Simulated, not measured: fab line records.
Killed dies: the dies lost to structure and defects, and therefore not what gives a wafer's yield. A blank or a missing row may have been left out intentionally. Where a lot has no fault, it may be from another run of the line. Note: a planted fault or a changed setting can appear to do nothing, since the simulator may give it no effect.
Struck lot and sound lot, side by side ; flow sky130 ; 15 out of 708 route steps
Sound: the wafers L587.2, L587.4, L587.6. Wafers struck: L598.2, L598.4, L598.5. The cause comes at the end.
For every step that has rows: the tool of each side, followed by ch and its chambers, followed by its first start. Under that, the readings that differ: sound wafers ; struck wafers ; difference of the means ; sigmas: that difference in standard deviations of wafers without a fault.
alike: readings whose means differ by less than 2 such deviations, and words and numbers that are the same on both sides. not compared: withheld readings, readings that some wafer has no value for, bounds like >300 that may hide the same value, and numbers for which the record gives no deviation and whose values overlap.
The two part at a step that has a row with sigmas, a row that says differs or no value, or rows on one side only. Numbers that have no deviation but don't overlap get no sigmas and don't part them. A reading that every wafer of one side lacks parts them only if that side has two wafers or more.

first, 7 steps without rows for these wafers: SKY_SONOS_ONO_DEHYDRATE_06 (time 60 s); SKY_SONOS_ONO_HMDS_07 (prime time 60 s); SKY_SONOS_ONO_COAT_08 (resist thk 1140 nm); SKY_SONOS_ONO_SOFTBAKE_09 (time 60 s); SKY_SONOS_ONO_EXPOSE_10 (exposes mask ONOM, target cd 410 nm); SKY_SONOS_ONO_PEB_11; SKY_SONOS_ONO_DEVELOP_12 (develop time 60 s).
SKY_SONOS_ONO_CD_MEAS_13: target cd 410 nm.
  sound on cd sem-02 at day 13 06:42; struck on cd sem-02 at day 17 07:18
reading;sound;struck;difference;sigmas
cd nm (nm);405.6 407.4 408.5;413.7 412.9 413.9;+6.3;+3
SKY_SONOS_ONO_OVL_MEAS_14:
  sound on overlay-01 at day 13 06:49; struck on overlay-01 at day 17 07:25
  alike: SONOS_ONO_OVL
SKY_SONOS_ONO_ETCH_15: etches the open film in CHF3/O2, target depth 19.52 nm, time 7.8 s.
  sound on rie diel-03 ch 0,2, day 13 06:50; struck on rie diel-02 ch 0,1,2, day 17 07:26
  alike: O2_flow_sccm, bias w, drypump motor current A, oes product au, throttle valve pct
  not compared: rf hours counter h
then, 1 step without rows for these wafers: SKY_SONOS_ONO_WET_ETCH_16 (etches SiO2 in dHF, target depth 14 nm, time 280 s).
SKY_SONOS_ONO_STRIP_17: strips in O2/N2.
  sound on plasma asher-03 ch 0,1, day 13 06:56; struck on plasma asher-01 ch 0,1, day 17 07:39
  alike: drypump motor current A, oes product au, strip time to endpoint s
  not compared: rf hours counter h
SKY_SONOS_ONO_WET_ETCH_18: etches Si3N4 in H3PO4, target depth 15 nm, time 172 s.
  sound on wet bench-04 ch 0, day 13 07:02; struck on wet bench-04 ch 1, day 17 07:45
  no value came back on the struck wafers for bath guard temp C (C), bath heat duty pct (%); on the sound wafers bath guard temp C (C) reads 160.1 160.3 160.2
then, 1 step without rows for these wafers: SKY_GATE_OXIDE_CLEAN_00 (cleans in SC1/SC2, time 150 s).
-- record jumps: 32 days separate the struck wafers' starts on either side; left off in module GATE_OXIDE, taken up again in module PAD_OPEN, whose first shown step is the route's number 708 --
SKY_PAD_OPEN_PROBE_99:
  sound on prober-01 at day 46 11:22; struck on prober-02 at day 49 04:54
reading;sound;struck;difference;sigmas
killed at contacts;19 15 24;26 36 32;+12;+2
  alike: killed_at_M0_to_M3, killed_at_M4_up, killed at front end, killed at other, killed dies, killed open, killed short

== WHERE THEY PART ==
At SKY_SONOS_ONO_CD_MEAS_13 first; at SKY_PAD_OPEN_PROBE_99 last (within this record only).

WHY: what had been put in by the simulator
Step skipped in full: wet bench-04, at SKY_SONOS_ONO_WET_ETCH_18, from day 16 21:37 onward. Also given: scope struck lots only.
